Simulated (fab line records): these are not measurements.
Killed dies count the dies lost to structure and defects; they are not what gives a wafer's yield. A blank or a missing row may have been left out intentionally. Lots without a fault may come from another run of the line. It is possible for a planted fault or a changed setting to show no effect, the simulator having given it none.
fab line records / flow sfqLine
record lots=7 wafers=21 lastDay=77
route steps=325 shown L0@8 L0V@16
lots with no fault: from the same line, run without faults
startH: hours from the record's opening day to when the first of the lot's shown wafers began / waitH: time in hours since the lot's previous step / " unchanged from the row above / L1.1+2: one row covering several wafers at once / - no value, or no start given / * or withheld: withheld / < > ~ a bound
route shown NAME@n: a module of which the file shows steps, and the number in the route of the first / usual: mean/standard deviation of fault-free wafers / same: alike in all rows / chamber/n: place in a boat / sites: the reading at each site / _std_site: the standard deviation of these / _edge_site: the outer-site mean with the inner-site mean subtracted / radiusMm: for every site, how far away it sits from the centre of the wafer / mask NAME#n: copy n / behind: the tool/chamber that last shaped the wafer / hold: reason for holding the lot/hours on hold/outcome of the hold / device: the n, p or np transistor that did not switch / end of line: the tests these same wafers got at the end of their route / a step without rows: its recipe alone / killed: at the first sort, the dies lost to defects and structure; wafer yield is something else / map: dies across one wafer; x = killed, . = not, _ = none there
set.NAME: the setting the step ran with; set.NAME@STEP: the setting that earlier step ran with / model.NAME: the simulator's own value behind a step, which no gauge read
lots at some steps of the route; a table a step, a row a wafer
services: the hour from which a tool's chamber was out of use, counted from the record's first day as startH (under 0 if before that day), plus the number of hours and why
## steps
# step SFQ_TRILAYER_L0_LITHO_SOFTBAKE_009
# recipe tempC=withheld timeS=withheld resist=KrF
# step SFQ_TRILAYER_L0_LITHO_EXPOSE_006
# recipe maskId=L0 na=0.6 sourceShape=conventional sigmaOuter=0.65 targetCdNm=2000 doseMj=14.4
# step SFQ_TRILAYER_L0_LITHO_PEB_008
# recipe pebTempC=115 pebTimeS=60 resist=KrF
# step SFQ_TRILAYER_L0_LITHO_DEVELOP_007
# recipe timeS=60 resist=KrF
# step SFQ_TRILAYER_L0_BARC_OPEN_METAL_ETCH_010
# recipe maskMaterial=PR chemistry=O2 targetDepthNm=125 target=BARC icpW=600 biasW=80 pressureMtorr=10 timeS=41.7
# usual chamberPressureMTorr=10.002/0.0086 drypumpMotorCurrentA=5.4/0.38 oesProductAu=0.685/0.0042
# same timeS=41.7
lot.wafer=L623.1 tool=rieMetal-02 chamber=1 startH=61.16 waitH=0.1 chamberPressureMTorr=10.002 drypumpMotorCurrentA=5.4 oesProductAu=0.688 rfHoursCounterH=164
lot.wafer=L623.3 tool=rieMetal-02 chamber=0 startH=61.16 waitH=0.1 chamberPressureMTorr=10.003 drypumpMotorCurrentA=4.7 oesProductAu=0.678 rfHoursCounterH=-
lot.wafer=L623.4 tool=rieMetal-02 chamber=1 startH=61.16 waitH=0.1 chamberPressureMTorr=9.997 drypumpMotorCurrentA=5.4 oesProductAu=0.691 rfHoursCounterH=-
lot.wafer=L628.1 tool=rieMetal-02 chamber=0 startH=83.79 waitH=0.1 chamberPressureMTorr=9.989 drypumpMotorCurrentA=4.7 oesProductAu=0.684 rfHoursCounterH=169
lot.wafer=L628.3 tool=rieMetal-02 chamber=1 startH=83.79 waitH=0.1 chamberPressureMTorr=9.999 drypumpMotorCurrentA=5.4 oesProductAu=0.694 rfHoursCounterH=-
lot.wafer=L628.6 tool=rieMetal-02 chamber=1 startH=83.79 waitH=0.1 chamberPressureMTorr=10.000 drypumpMotorCurrentA=5.4 oesProductAu=0.692 rfHoursCounterH=-
lot.wafer=L629.1 tool=rieMetal-03 chamber=0 startH=88.11 waitH=0.1 chamberPressureMTorr=10.009 drypumpMotorCurrentA=5.5 oesProductAu=0.686 rfHoursCounterH=111
lot.wafer=L629.2 tool=rieMetal-03 chamber=1 startH=88.11 waitH=0.1 chamberPressureMTorr=10.002 drypumpMotorCurrentA=5.3 oesProductAu=0.692 rfHoursCounterH=37
lot.wafer=L629.4 tool=rieMetal-03 chamber=0 startH=88.11 waitH=0.1 chamberPressureMTorr=9.999 drypumpMotorCurrentA=5.5 oesProductAu=0.685 rfHoursCounterH=-
lot.wafer=L631.1 tool=rieMetal-02 chamber=0 startH=101.31 waitH=0.1 chamberPressureMTorr=10.011 drypumpMotorCurrentA=4.7 oesProductAu=0.681 rfHoursCounterH=172
lot.wafer=L631.4 tool=rieMetal-02 chamber=0 startH=101.31 waitH=0.1 chamberPressureMTorr=10.003 drypumpMotorCurrentA=4.7 oesProductAu=0.680 rfHoursCounterH=-
lot.wafer=L631.5 tool=rieMetal-02 chamber=0 startH=101.31 waitH=0.1 chamberPressureMTorr=9.987 drypumpMotorCurrentA=4.7 oesProductAu=0.683 rfHoursCounterH=-
lot.wafer=L632.1 tool=rieMetal-02 chamber=1 startH=107.31 waitH=0.1 chamberPressureMTorr=9.990 drypumpMotorCurrentA=5.4 oesProductAu=0.691 rfHoursCounterH=173
lot.wafer=L632.2 tool=rieMetal-02 chamber=0 startH=107.31 waitH=0.1 chamberPressureMTorr=9.996 drypumpMotorCurrentA=4.7 oesProductAu=0.694 rfHoursCounterH=174
lot.wafer=L632.4 tool=rieMetal-02 chamber=0 startH=107.31 waitH=0.1 chamberPressureMTorr=9.997 drypumpMotorCurrentA=4.7 oesProductAu=0.684 rfHoursCounterH=-
lot.wafer=L633.1 tool=rieMetal-04 chamber=0 startH=110.91 waitH=0.1 chamberPressureMTorr=10.003 drypumpMotorCurrentA=6.2 oesProductAu=0.676 rfHoursCounterH=3
lot.wafer=L633.3 tool=rieMetal-04 chamber=0 startH=110.91 waitH=0.1 chamberPressureMTorr=9.995 drypumpMotorCurrentA=6.1 oesProductAu=0.681 rfHoursCounterH=-
lot.wafer=L633.4 tool=rieMetal-04 chamber=1 startH=110.91 waitH=0.1 chamberPressureMTorr=10.008 drypumpMotorCurrentA=5.7 oesProductAu=0.692 rfHoursCounterH=-
lot.wafer=L634.1 tool=rieMetal-03 chamber=1 startH=116.91 waitH=0.1 chamberPressureMTorr=10.001 drypumpMotorCurrentA=5.3 oesProductAu=0.679 rfHoursCounterH=43
lot.wafer=L634.2 tool=rieMetal-03 chamber=0 startH=116.91 waitH=0.1 chamberPressureMTorr=10.005 drypumpMotorCurrentA=5.5 oesProductAu=0.682 rfHoursCounterH=117
lot.wafer=L634.3 tool=rieMetal-03 chamber=1 startH=116.91 waitH=0.1 chamberPressureMTorr=9.996 drypumpMotorCurrentA=5.3 oesProductAu=0.681 rfHoursCounterH=-
# step SFQ_TRILAYER_L0_ETCH_METAL_ETCH_008
# recipe target=MoNx_KI stopOn=SiO2 maskMaterial=PR chemistry=SF6/O2 targetDepthNm=50 icpW=582.9 biasW=80 pressureMtorr=10 timeS=25
# usual chamberPressureMTorr=10.000/0.0091 drypumpMotorCurrentA=5.4/0.37 oesProductAu=0.873/0.0062
# same timeS=25
lot.wafer=L623.1 tool=rieMetal-02 chamber=1 startH=61.22 waitH=0.0 chamberPressureMTorr=10.004 drypumpMotorCurrentA=5.4 oesProductAu=0.875 rfHoursCounterH=164
lot.wafer=L623.3 tool=rieMetal-02 chamber=0 startH=61.22 waitH=0.0 chamberPressureMTorr=10.005 drypumpMotorCurrentA=4.7 oesProductAu=0.880 rfHoursCounterH=-
lot.wafer=L623.4 tool=rieMetal-02 chamber=1 startH=61.22 waitH=0.0 chamberPressureMTorr=9.998 drypumpMotorCurrentA=5.4 oesProductAu=0.878 rfHoursCounterH=-
lot.wafer=L628.1 tool=rieMetal-02 chamber=0 startH=83.85 waitH=0.0 chamberPressureMTorr=10.013 drypumpMotorCurrentA=4.7 oesProductAu=0.864 rfHoursCounterH=169
lot.wafer=L628.3 tool=rieMetal-02 chamber=1 startH=83.85 waitH=0.0 chamberPressureMTorr=9.989 drypumpMotorCurrentA=5.4 oesProductAu=0.865 rfHoursCounterH=-
lot.wafer=L628.6 tool=rieMetal-02 chamber=1 startH=83.85 waitH=0.0 chamberPressureMTorr=10.009 drypumpMotorCurrentA=5.4 oesProductAu=0.876 rfHoursCounterH=-
lot.wafer=L629.1 tool=rieMetal-03 chamber=0 startH=88.17 waitH=0.0 chamberPressureMTorr=9.993 drypumpMotorCurrentA=5.5 oesProductAu=0.872 rfHoursCounterH=111
lot.wafer=L629.2 tool=rieMetal-03 chamber=1 startH=88.17 waitH=0.0 chamberPressureMTorr=10.002 drypumpMotorCurrentA=5.3 oesProductAu=0.870 rfHoursCounterH=37
lot.wafer=L629.4 tool=rieMetal-03 chamber=0 startH=88.17 waitH=0.0 chamberPressureMTorr=9.995 drypumpMotorCurrentA=5.5 oesProductAu=0.883 rfHoursCounterH=-
lot.wafer=L631.1 tool=rieMetal-02 chamber=0 startH=101.37 waitH=0.0 chamberPressureMTorr=9.995 drypumpMotorCurrentA=4.7 oesProductAu=0.874 rfHoursCounterH=173
lot.wafer=L631.4 tool=rieMetal-02 chamber=0 startH=101.37 waitH=0.0 chamberPressureMTorr=10.002 drypumpMotorCurrentA=4.7 oesProductAu=0.878 rfHoursCounterH=-
lot.wafer=L631.5 tool=rieMetal-02 chamber=0 startH=101.37 waitH=0.0 chamberPressureMTorr=9.993 drypumpMotorCurrentA=4.7 oesProductAu=0.860 rfHoursCounterH=-
lot.wafer=L632.1 tool=rieMetal-02 chamber=1 startH=107.37 waitH=0.0 chamberPressureMTorr=9.992 drypumpMotorCurrentA=5.4 oesProductAu=0.867 rfHoursCounterH=173
lot.wafer=L632.2 tool=rieMetal-02 chamber=0 startH=107.37 waitH=0.0 chamberPressureMTorr=10.007 drypumpMotorCurrentA=4.7 oesProductAu=0.866 rfHoursCounterH=174
lot.wafer=L632.4 tool=rieMetal-02 chamber=0 startH=107.37 waitH=0.0 chamberPressureMTorr=9.989 drypumpMotorCurrentA=4.7 oesProductAu=0.867 rfHoursCounterH=-
lot.wafer=L633.1 tool=rieMetal-04 chamber=0 startH=110.97 waitH=0.0 chamberPressureMTorr=10.001 drypumpMotorCurrentA=6.1 oesProductAu=0.882 rfHoursCounterH=3
lot.wafer=L633.3 tool=rieMetal-04 chamber=0 startH=110.97 waitH=0.0 chamberPressureMTorr=9.992 drypumpMotorCurrentA=6.1 oesProductAu=0.884 rfHoursCounterH=-
lot.wafer=L633.4 tool=rieMetal-04 chamber=1 startH=110.97 waitH=0.0 chamberPressureMTorr=9.996 drypumpMotorCurrentA=5.6 oesProductAu=0.875 rfHoursCounterH=-
lot.wafer=L634.1 tool=rieMetal-03 chamber=1 startH=116.97 waitH=0.0 chamberPressureMTorr=9.990 drypumpMotorCurrentA=5.3 oesProductAu=0.870 rfHoursCounterH=43
lot.wafer=L634.2 tool=rieMetal-03 chamber=0 startH=116.97 waitH=0.0 chamberPressureMTorr=9.991 drypumpMotorCurrentA=5.5 oesProductAu=0.868 rfHoursCounterH=117
lot.wafer=L634.3 tool=rieMetal-03 chamber=1 startH=116.97 waitH=0.0 chamberPressureMTorr=10.025 drypumpMotorCurrentA=5.3 oesProductAu=0.874 rfHoursCounterH=-
# step SFQ_TRILAYER_L0_STRIP_STRIP_009
# recipe gas=O2 powerW=200 platenTempC=40 overashFraction=0.65 chemistry=O2 pressureMtorr=50
# usual chamberPressureMTorr=50.00/0.046 drypumpMotorCurrentA=5.4/0.38 oesProductAu=1.004/0.0068
lot.wafer=L623.1 tool=rieMetal-02 chamber=1 startH=61.26 waitH=0.0 chamberPressureMTorr=50.01 drypumpMotorCurrentA=5.4 oesProductAu=0.997 rfHoursCounterH=164
lot.wafer=L623.3 tool=rieMetal-02 chamber=0 startH=61.26 waitH=0.0 chamberPressureMTorr=49.92 drypumpMotorCurrentA=4.7 oesProductAu=0.979 rfHoursCounterH=-
lot.wafer=L623.4 tool=rieMetal-02 chamber=1 startH=61.26 waitH=0.0 chamberPressureMTorr=50.11 drypumpMotorCurrentA=5.4 oesProductAu=0.984 rfHoursCounterH=-
lot.wafer=L628.1 tool=rieMetal-02 chamber=0 startH=83.90 waitH=0.0 chamberPressureMTorr=49.98 drypumpMotorCurrentA=4.7 oesProductAu=1.013 rfHoursCounterH=169
lot.wafer=L628.3 tool=rieMetal-02 chamber=1 startH=83.90 waitH=0.0 chamberPressureMTorr=49.99 drypumpMotorCurrentA=5.4 oesProductAu=1.006 rfHoursCounterH=-
lot.wafer=L628.6 tool=rieMetal-02 chamber=1 startH=83.90 waitH=0.0 chamberPressureMTorr=50.03 drypumpMotorCurrentA=5.4 oesProductAu=1.004 rfHoursCounterH=-
lot.wafer=L629.1 tool=rieMetal-03 chamber=0 startH=88.21 waitH=0.0 chamberPressureMTorr=49.95 drypumpMotorCurrentA=5.5 oesProductAu=1.000 rfHoursCounterH=111
lot.wafer=L629.2 tool=rieMetal-03 chamber=1 startH=88.21 waitH=0.0 chamberPressureMTorr=50.00 drypumpMotorCurrentA=5.3 oesProductAu=1.001 rfHoursCounterH=37
lot.wafer=L629.4 tool=rieMetal-03 chamber=0 startH=88.21 waitH=0.0 chamberPressureMTorr=49.98 drypumpMotorCurrentA=5.5 oesProductAu=1.006 rfHoursCounterH=-
lot.wafer=L631.1 tool=rieMetal-02 chamber=0 startH=101.41 waitH=0.0 chamberPressureMTorr=50.05 drypumpMotorCurrentA=4.7 oesProductAu=1.007 rfHoursCounterH=173
lot.wafer=L631.4 tool=rieMetal-02 chamber=0 startH=101.41 waitH=0.0 chamberPressureMTorr=50.03 drypumpMotorCurrentA=4.7 oesProductAu=1.009 rfHoursCounterH=-
lot.wafer=L631.5 tool=rieMetal-02 chamber=0 startH=101.41 waitH=0.0 chamberPressureMTorr=49.97 drypumpMotorCurrentA=4.7 oesProductAu=0.997 rfHoursCounterH=-
lot.wafer=L632.1 tool=rieMetal-02 chamber=1 startH=107.41 waitH=0.0 chamberPressureMTorr=50.00 drypumpMotorCurrentA=5.4 oesProductAu=0.995 rfHoursCounterH=173
lot.wafer=L632.2 tool=rieMetal-02 chamber=0 startH=107.41 waitH=0.0 chamberPressureMTorr=50.05 drypumpMotorCurrentA=4.7 oesProductAu=1.003 rfHoursCounterH=174
lot.wafer=L632.4 tool=rieMetal-02 chamber=0 startH=107.41 waitH=0.0 chamberPressureMTorr=49.96 drypumpMotorCurrentA=4.7 oesProductAu=1.001 rfHoursCounterH=-
lot.wafer=L633.1 tool=rieMetal-04 chamber=0 startH=111.01 waitH=0.0 chamberPressureMTorr=50.02 drypumpMotorCurrentA=6.1 oesProductAu=1.002 rfHoursCounterH=3
lot.wafer=L633.3 tool=rieMetal-04 chamber=0 startH=111.01 waitH=0.0 chamberPressureMTorr=49.93 drypumpMotorCurrentA=6.1 oesProductAu=0.999 rfHoursCounterH=-
lot.wafer=L633.4 tool=rieMetal-04 chamber=1 startH=111.01 waitH=0.0 chamberPressureMTorr=50.02 drypumpMotorCurrentA=5.7 oesProductAu=0.997 rfHoursCounterH=-
lot.wafer=L634.1 tool=rieMetal-03 chamber=1 startH=117.01 waitH=0.0 chamberPressureMTorr=49.98 drypumpMotorCurrentA=5.3 oesProductAu=1.015 rfHoursCounterH=43
lot.wafer=L634.2 tool=rieMetal-03 chamber=0 startH=117.01 waitH=0.0 chamberPressureMTorr=50.02 drypumpMotorCurrentA=5.5 oesProductAu=1.007 rfHoursCounterH=117
lot.wafer=L634.3 tool=rieMetal-03 chamber=1 startH=117.01 waitH=0.0 chamberPressureMTorr=49.95 drypumpMotorCurrentA=5.3 oesProductAu=1.000 rfHoursCounterH=-
# step SFQ_TRILAYER_L0_STRIP_SOLV_CLEAN_010
# recipe chemistry=NMP tempC=70 timeS=600
# step SFQ_TRILAYER_L0_CAP_PECVD_011
# recipe material=SiO2 tempC=150 timeS=13.333 pressureTorr=2.4 rfW=183.3 precursor=SiH4/N2O targetThkNm=60
# usual chamberPressureTorr=2.400/0.0047 heaterPowerW=88/20 susceptorTempC=150.01/0.13 throttleValvePct=25.7/1.5
# same timeS=13.333
lot.wafer=L623.1 tool=pecvd-01 chamber=0 startH=62.04 waitH=0.0 chamberPressureTorr=2.389 heaterPowerW=69 susceptorTempC=150.19 throttleValvePct=25.6
lot.wafer=L623.3 tool=pecvd-01 chamber=2 startH=62.04 waitH=0.0 chamberPressureTorr=2.398 heaterPowerW=96 susceptorTempC=149.81 throttleValvePct=24.0
lot.wafer=L623.4 tool=pecvd-01 chamber=0 startH=62.04 waitH=0.0 chamberPressureTorr=2.398 heaterPowerW=70 susceptorTempC=150.26 throttleValvePct=25.8
lot.wafer=L628.1 tool=pecvd-04 chamber=1 startH=84.67 waitH=0.0 chamberPressureTorr=2.399 heaterPowerW=108 susceptorTempC=149.97 throttleValvePct=29.2
lot.wafer=L628.3 tool=pecvd-04 chamber=2 startH=84.67 waitH=0.0 chamberPressureTorr=2.403 heaterPowerW=83 susceptorTempC=149.98 throttleValvePct=24.9
lot.wafer=L628.6 tool=pecvd-04 chamber=0 startH=84.67 waitH=0.0 chamberPressureTorr=2.401 heaterPowerW=78 susceptorTempC=150.12 throttleValvePct=26.5
lot.wafer=L629.1 tool=pecvd-01 chamber=2 startH=88.99 waitH=0.0 chamberPressureTorr=2.411 heaterPowerW=95 susceptorTempC=149.86 throttleValvePct=24.1
lot.wafer=L629.2 tool=pecvd-01 chamber=0 startH=88.99 waitH=0.0 chamberPressureTorr=2.402 heaterPowerW=68 susceptorTempC=150.17 throttleValvePct=25.5
lot.wafer=L629.4 tool=pecvd-01 chamber=0 startH=88.99 waitH=0.0 chamberPressureTorr=2.396 heaterPowerW=69 susceptorTempC=150.16 throttleValvePct=25.6
lot.wafer=L631.1 tool=pecvd-04 chamber=2 startH=102.19 waitH=0.0 chamberPressureTorr=2.398 heaterPowerW=76 susceptorTempC=150.20 throttleValvePct=24.8
lot.wafer=L631.4 tool=pecvd-04 chamber=0 startH=102.19 waitH=0.0 chamberPressureTorr=2.407 heaterPowerW=73 susceptorTempC=149.78 throttleValvePct=26.4
lot.wafer=L631.5 tool=pecvd-04 chamber=1 startH=102.19 waitH=0.0 chamberPressureTorr=2.402 heaterPowerW=109 susceptorTempC=150.09 throttleValvePct=29.0
lot.wafer=L632.1 tool=pecvd-01 chamber=1 startH=108.19 waitH=0.0 chamberPressureTorr=2.395 heaterPowerW=86 susceptorTempC=150.03 throttleValvePct=24.1
lot.wafer=L632.2 tool=pecvd-01 chamber=0 startH=108.19 waitH=0.0 chamberPressureTorr=2.400 heaterPowerW=65 susceptorTempC=150.03 throttleValvePct=25.5
lot.wafer=L632.4 tool=pecvd-01 chamber=0 startH=108.19 waitH=0.0 chamberPressureTorr=2.398 heaterPowerW=66 susceptorTempC=150.01 throttleValvePct=25.8
lot.wafer=L633.1 tool=pecvd-01 chamber=0 startH=111.79 waitH=0.0 chamberPressureTorr=2.403 heaterPowerW=69 susceptorTempC=150.02 throttleValvePct=25.5
lot.wafer=L633.3 tool=pecvd-01 chamber=1 startH=111.79 waitH=0.0 chamberPressureTorr=2.411 heaterPowerW=88 susceptorTempC=149.86 throttleValvePct=23.9
lot.wafer=L633.4 tool=pecvd-01 chamber=1 startH=111.79 waitH=0.0 chamberPressureTorr=2.398 heaterPowerW=86 susceptorTempC=149.86 throttleValvePct=24.1
lot.wafer=L634.1 tool=pecvd-04 chamber=0 startH=117.79 waitH=0.0 chamberPressureTorr=2.397 heaterPowerW=71 susceptorTempC=150.06 throttleValvePct=26.5
lot.wafer=L634.2 tool=pecvd-04 chamber=1 startH=117.79 waitH=0.0 chamberPressureTorr=2.403 heaterPowerW=113 susceptorTempC=150.09 throttleValvePct=29.2
lot.wafer=L634.3 tool=pecvd-04 chamber=2 startH=117.79 waitH=0.0 chamberPressureTorr=2.392 heaterPowerW=75 susceptorTempC=149.98 throttleValvePct=25.1
# step SFQ_TRILAYER_L0_VIA_LITHO_COAT_018
# recipe resist=BARC spinRpm=3000 resistThkNm=62
# step SFQ_TRILAYER_L0_VIA_LITHO_COAT_013
# recipe resist=KrF spinRpm=3000 resistThkNm=650
# step SFQ_TRILAYER_L0_VIA_LITHO_SOFTBAKE_017
# recipe tempC=withheld timeS=withheld resist=KrF
# step SFQ_TRILAYER_L0_VIA_LITHO_EXPOSE_014
# recipe maskId=L0V na=0.6 sourceShape=conventional sigmaOuter=0.65 targetCdNm=700 doseMj=21.3
lot.wafer=L623.1+3+4 tool=krfScanner-02 chamber=0 startH=104.91 waitH=- mask=L0V#0 model.L0V.overlayXNm=-1.401
lot.wafer=L628.1+3+6 tool=krfScanner-02 chamber=0 startH=129.01 waitH=- mask=L0V#0 model.L0V.overlayXNm=2.461
lot.wafer=L629.1+2+4 tool=krfScanner-02 chamber=0 startH=133.81 waitH=- mask=L0V#0 model.L0V.overlayXNm=-4.816
lot.wafer=L631.1+4+5 tool=krfScanner-02 chamber=0 startH=147.01 waitH=- mask=L0V#0 model.L0V.overlayXNm=-1.559
lot.wafer=L632.1+2+4 tool=krfScanner-02 chamber=0 startH=153.01 waitH=- mask=L0V#0 model.L0V.overlayXNm=178.5
lot.wafer=L633.1+3+4 tool=krfScanner-02 chamber=0 startH=155.41 waitH=- mask=L0V#0 model.L0V.overlayXNm=170.5
lot.wafer=L634.1+2+3 tool=krfScanner-02 chamber=0 startH=162.61 waitH=- mask=L0V#0 model.L0V.overlayXNm=172.7
# step SFQ_TRILAYER_L0_VIA_LITHO_PEB_016
# recipe pebTempC=115 pebTimeS=60 resist=KrF
# step SFQ_TRILAYER_L0_VIA_LITHO_DEVELOP_015
# recipe timeS=60 resist=KrF
# step SFQ_L0V_OVL_MEAS_903
# usual L0V_OVL=-2/4.8
lot.wafer=L623.1 tool=overlay-02 chamber=- startH=106.41 waitH=0.1 L0V_OVL[nm]=-1
lot.wafer=L623.3 tool=overlay-02 chamber=- startH=106.41 waitH=0.1 L0V_OVL[nm]=-10
lot.wafer=L623.4 tool=overlay-02 chamber=- startH=106.41 waitH=0.1 L0V_OVL[nm]=-3
lot.wafer=L628.1 tool=overlay-02 chamber=- startH=130.51 waitH=0.1 L0V_OVL[nm]=1
lot.wafer=L628.3 tool=overlay-02 chamber=- startH=130.51 waitH=0.1 L0V_OVL[nm]=0
lot.wafer=L628.6 tool=overlay-02 chamber=- startH=130.51 waitH=0.1 L0V_OVL[nm]=0
lot.wafer=L629.1 tool=overlay-01 chamber=- startH=135.32 waitH=0.1 L0V_OVL[nm]=-8
lot.wafer=L629.2 tool=overlay-01 chamber=- startH=135.32 waitH=0.1 L0V_OVL[nm]=-2
lot.wafer=L629.4 tool=overlay-01 chamber=- startH=135.32 waitH=0.1 L0V_OVL[nm]=-10
lot.wafer=L631.1 tool=overlay-01 chamber=- startH=148.51 waitH=0.1 L0V_OVL[nm]=-3
lot.wafer=L631.4 tool=overlay-01 chamber=- startH=148.51 waitH=0.1 L0V_OVL[nm]=-4
lot.wafer=L631.5 tool=overlay-01 chamber=- startH=148.51 waitH=0.1 L0V_OVL[nm]=-12
lot.wafer=L632.1 tool=overlay-01 chamber=- startH=154.51 waitH=0.1 L0V_OVL[nm]=174
lot.wafer=L632.2 tool=overlay-01 chamber=- startH=154.51 waitH=0.1 L0V_OVL[nm]=176
lot.wafer=L632.4 tool=overlay-01 chamber=- startH=154.51 waitH=0.1 L0V_OVL[nm]=177
lot.wafer=L633.1 tool=overlay-01 chamber=- startH=156.91 waitH=0.1 L0V_OVL[nm]=177
lot.wafer=L633.3 tool=overlay-01 chamber=- startH=156.91 waitH=0.1 L0V_OVL[nm]=172
lot.wafer=L633.4 tool=overlay-01 chamber=- startH=156.91 waitH=0.1 L0V_OVL[nm]=168
lot.wafer=L634.1 tool=overlay-02 chamber=- startH=164.12 waitH=0.1 L0V_OVL[nm]=169
lot.wafer=L634.2 tool=overlay-02 chamber=- startH=164.12 waitH=0.1 L0V_OVL[nm]=172
lot.wafer=L634.3 tool=overlay-02 chamber=- startH=164.12 waitH=0.1 L0V_OVL[nm]=173
# step SFQ_TRILAYER_L0_VIA_BARC_OPEN_VIA_ETCH_021
# recipe maskMaterial=PR chemistry=O2 targetDepthNm=125 target=BARC sourceW=500 biasW=83.06 pressureMtorr=30 timeS=41.7
# usual chamberPressureMTorr=29.998/0.027 drypumpMotorCurrentA=5.57/0.23 oesProductAu=0.686/0.0044
# same timeS=41.7
lot.wafer=L623.1 tool=rieDiel-04 chamber=3 startH=106.45 waitH=0.0 chamberPressureMTorr=30.009 drypumpMotorCurrentA=5.80 oesProductAu=0.693 rfHoursCounterH=56
lot.wafer=L623.3 tool=rieDiel-04 chamber=1 startH=106.45 waitH=0.0 chamberPressureMTorr=29.938 drypumpMotorCurrentA=5.35 oesProductAu=0.682 rfHoursCounterH=33
lot.wafer=L623.4 tool=rieDiel-04 chamber=0 startH=106.45 waitH=0.0 chamberPressureMTorr=29.996 drypumpMotorCurrentA=5.72 oesProductAu=0.685 rfHoursCounterH=42
lot.wafer=L628.1 tool=rieDiel-03 chamber=0 startH=130.55 waitH=0.0 chamberPressureMTorr=29.956 drypumpMotorCurrentA=5.44 oesProductAu=0.683 rfHoursCounterH=56
lot.wafer=L628.3 tool=rieDiel-03 chamber=2 startH=130.55 waitH=0.0 chamberPressureMTorr=30.001 drypumpMotorCurrentA=5.77 oesProductAu=0.686 rfHoursCounterH=49
lot.wafer=L628.6 tool=rieDiel-03 chamber=0 startH=130.55 waitH=0.0 chamberPressureMTorr=30.009 drypumpMotorCurrentA=5.44 oesProductAu=0.688 rfHoursCounterH=-
lot.wafer=L629.1 tool=rieDiel-02 chamber=0 startH=135.35 waitH=0.0 chamberPressureMTorr=30.007 drypumpMotorCurrentA=5.50 oesProductAu=0.680 rfHoursCounterH=86
lot.wafer=L629.2 tool=rieDiel-02 chamber=3 startH=135.35 waitH=0.0 chamberPressureMTorr=29.951 drypumpMotorCurrentA=5.43 oesProductAu=0.686 rfHoursCounterH=139
lot.wafer=L629.4 tool=rieDiel-02 chamber=1 startH=135.35 waitH=0.0 chamberPressureMTorr=29.988 drypumpMotorCurrentA=5.69 oesProductAu=0.688 rfHoursCounterH=122
lot.wafer=L631.1 tool=rieDiel-02 chamber=2 startH=148.55 waitH=0.0 chamberPressureMTorr=30.018 drypumpMotorCurrentA=4.95 oesProductAu=0.676 rfHoursCounterH=144
lot.wafer=L631.4 tool=rieDiel-02 chamber=3 startH=148.55 waitH=0.0 chamberPressureMTorr=30.004 drypumpMotorCurrentA=5.40 oesProductAu=0.695 rfHoursCounterH=139
lot.wafer=L631.5 tool=rieDiel-02 chamber=3 startH=148.55 waitH=0.0 chamberPressureMTorr=30.011 drypumpMotorCurrentA=5.39 oesProductAu=0.680 rfHoursCounterH=-
lot.wafer=L632.1 tool=rieDiel-04 chamber=3 startH=154.55 waitH=0.0 chamberPressureMTorr=29.942 drypumpMotorCurrentA=5.80 oesProductAu=0.684 rfHoursCounterH=57
lot.wafer=L632.2 tool=rieDiel-04 chamber=2 startH=154.55 waitH=0.0 chamberPressureMTorr=29.992 drypumpMotorCurrentA=5.77 oesProductAu=0.681 rfHoursCounterH=124
lot.wafer=L632.4 tool=rieDiel-04 chamber=1 startH=154.55 waitH=0.0 chamberPressureMTorr=30.008 drypumpMotorCurrentA=5.38 oesProductAu=0.685 rfHoursCounterH=33
lot.wafer=L633.1 tool=rieDiel-03 chamber=1 startH=156.95 waitH=0.0 chamberPressureMTorr=30.008 drypumpMotorCurrentA=5.62 oesProductAu=0.690 rfHoursCounterH=61
lot.wafer=L633.3 tool=rieDiel-03 chamber=3 startH=156.95 waitH=0.0 chamberPressureMTorr=29.985 drypumpMotorCurrentA=5.81 oesProductAu=0.689 rfHoursCounterH=2
lot.wafer=L633.4 tool=rieDiel-03 chamber=2 startH=156.95 waitH=0.0 chamberPressureMTorr=30.022 drypumpMotorCurrentA=5.76 oesProductAu=0.685 rfHoursCounterH=50
lot.wafer=L634.1 tool=rieDiel-02 chamber=2 startH=164.15 waitH=0.0 chamberPressureMTorr=29.973 drypumpMotorCurrentA=4.94 oesProductAu=0.676 rfHoursCounterH=144
lot.wafer=L634.2 tool=rieDiel-02 chamber=3 startH=164.15 waitH=0.0 chamberPressureMTorr=30.023 drypumpMotorCurrentA=5.33 oesProductAu=0.679 rfHoursCounterH=139
lot.wafer=L634.3 tool=rieDiel-02 chamber=1 startH=164.15 waitH=0.0 chamberPressureMTorr=30.024 drypumpMotorCurrentA=5.69 oesProductAu=0.685 rfHoursCounterH=123
## services
tool=krfScanner-02 chamber=- startH=47.96 hours=1.0 kind=pm
tool=pecvd-01 chamber=- startH=51.28 hours=0.4 kind=repair
tool=krfScanner-02 chamber=- startH=53.97 hours=0.3 kind=repair
tool=rieMetal-03 chamber=0 startH=70.39 hours=1.2 kind=repair
tool=pecvd-01 chamber=1 startH=77.50 hours=10.6 kind=repair
tool=rieMetal-04 chamber=0 startH=81.82 hours=- kind=clean
tool=rieMetal-04 chamber=0 startH=81.82 hours=- kind=consumableReplace:focusRing
tool=rieMetal-04 chamber=0 startH=81.82 hours=15.1 kind=scheduledDown
tool=rieMetal-04 chamber=0 startH=81.82 hours=15.1 kind=ventCycle
tool=krfScanner-02 chamber=- startH=84.96 hours=0.8 kind=pm
tool=rieMetal-04 chamber=- startH=101.61 hours=0.8 kind=repair
tool=rieDiel-04 chamber=2 startH=107.62 hours=7.5 kind=repair
tool=rieMetal-04 chamber=- startH=113.24 hours=1.4 kind=pm
tool=rieDiel-03 chamber=3 startH=126.46 hours=8.3 kind=repair
tool=rieDiel-02 chamber=1 startH=127.07 hours=1.2 kind=repair
tool=krfScanner-02 chamber=- startH=127.71 hours=1.3 kind=pm
tool=rieDiel-03 chamber=0 startH=133.02 hours=3.4 kind=repair
tool=rieMetal-02 chamber=1 startH=161.31 hours=9.9 kind=repair
tool=pecvd-01 chamber=- startH=162.32 hours=1.0 kind=repair
tool=krfScanner-02 chamber=- startH=163.81 hours=1.0 kind=pm
## key
firstSign step=SFQ_L0V_OVL_MEAS_903 reading=L0V_OVL direction=up sigmas=37 usual=-2 struck=173
effect none on later readings
modelEffect step=SFQ_TRILAYER_L0_VIA_LITHO_EXPOSE_014 value=L0V.overlayXNm without=-1.09 struck=173.9
metAt SFQ_TRILAYER_L0_VIA_LITHO_EXPOSE_014
struckWafers L632.1,L632.2,L632.4,L633.1,L633.3,L633.4,L634.1,L634.2,L634.3
onsetBetween 147.01 153.01
alsoFits time
fault kind=scannerMatchingOverlay tool=krfScanner-02 chamber=- onsetH=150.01 steps=SFQ_TRILAYER_L0_VIA_LITHO_EXPOSE_014 offset=175
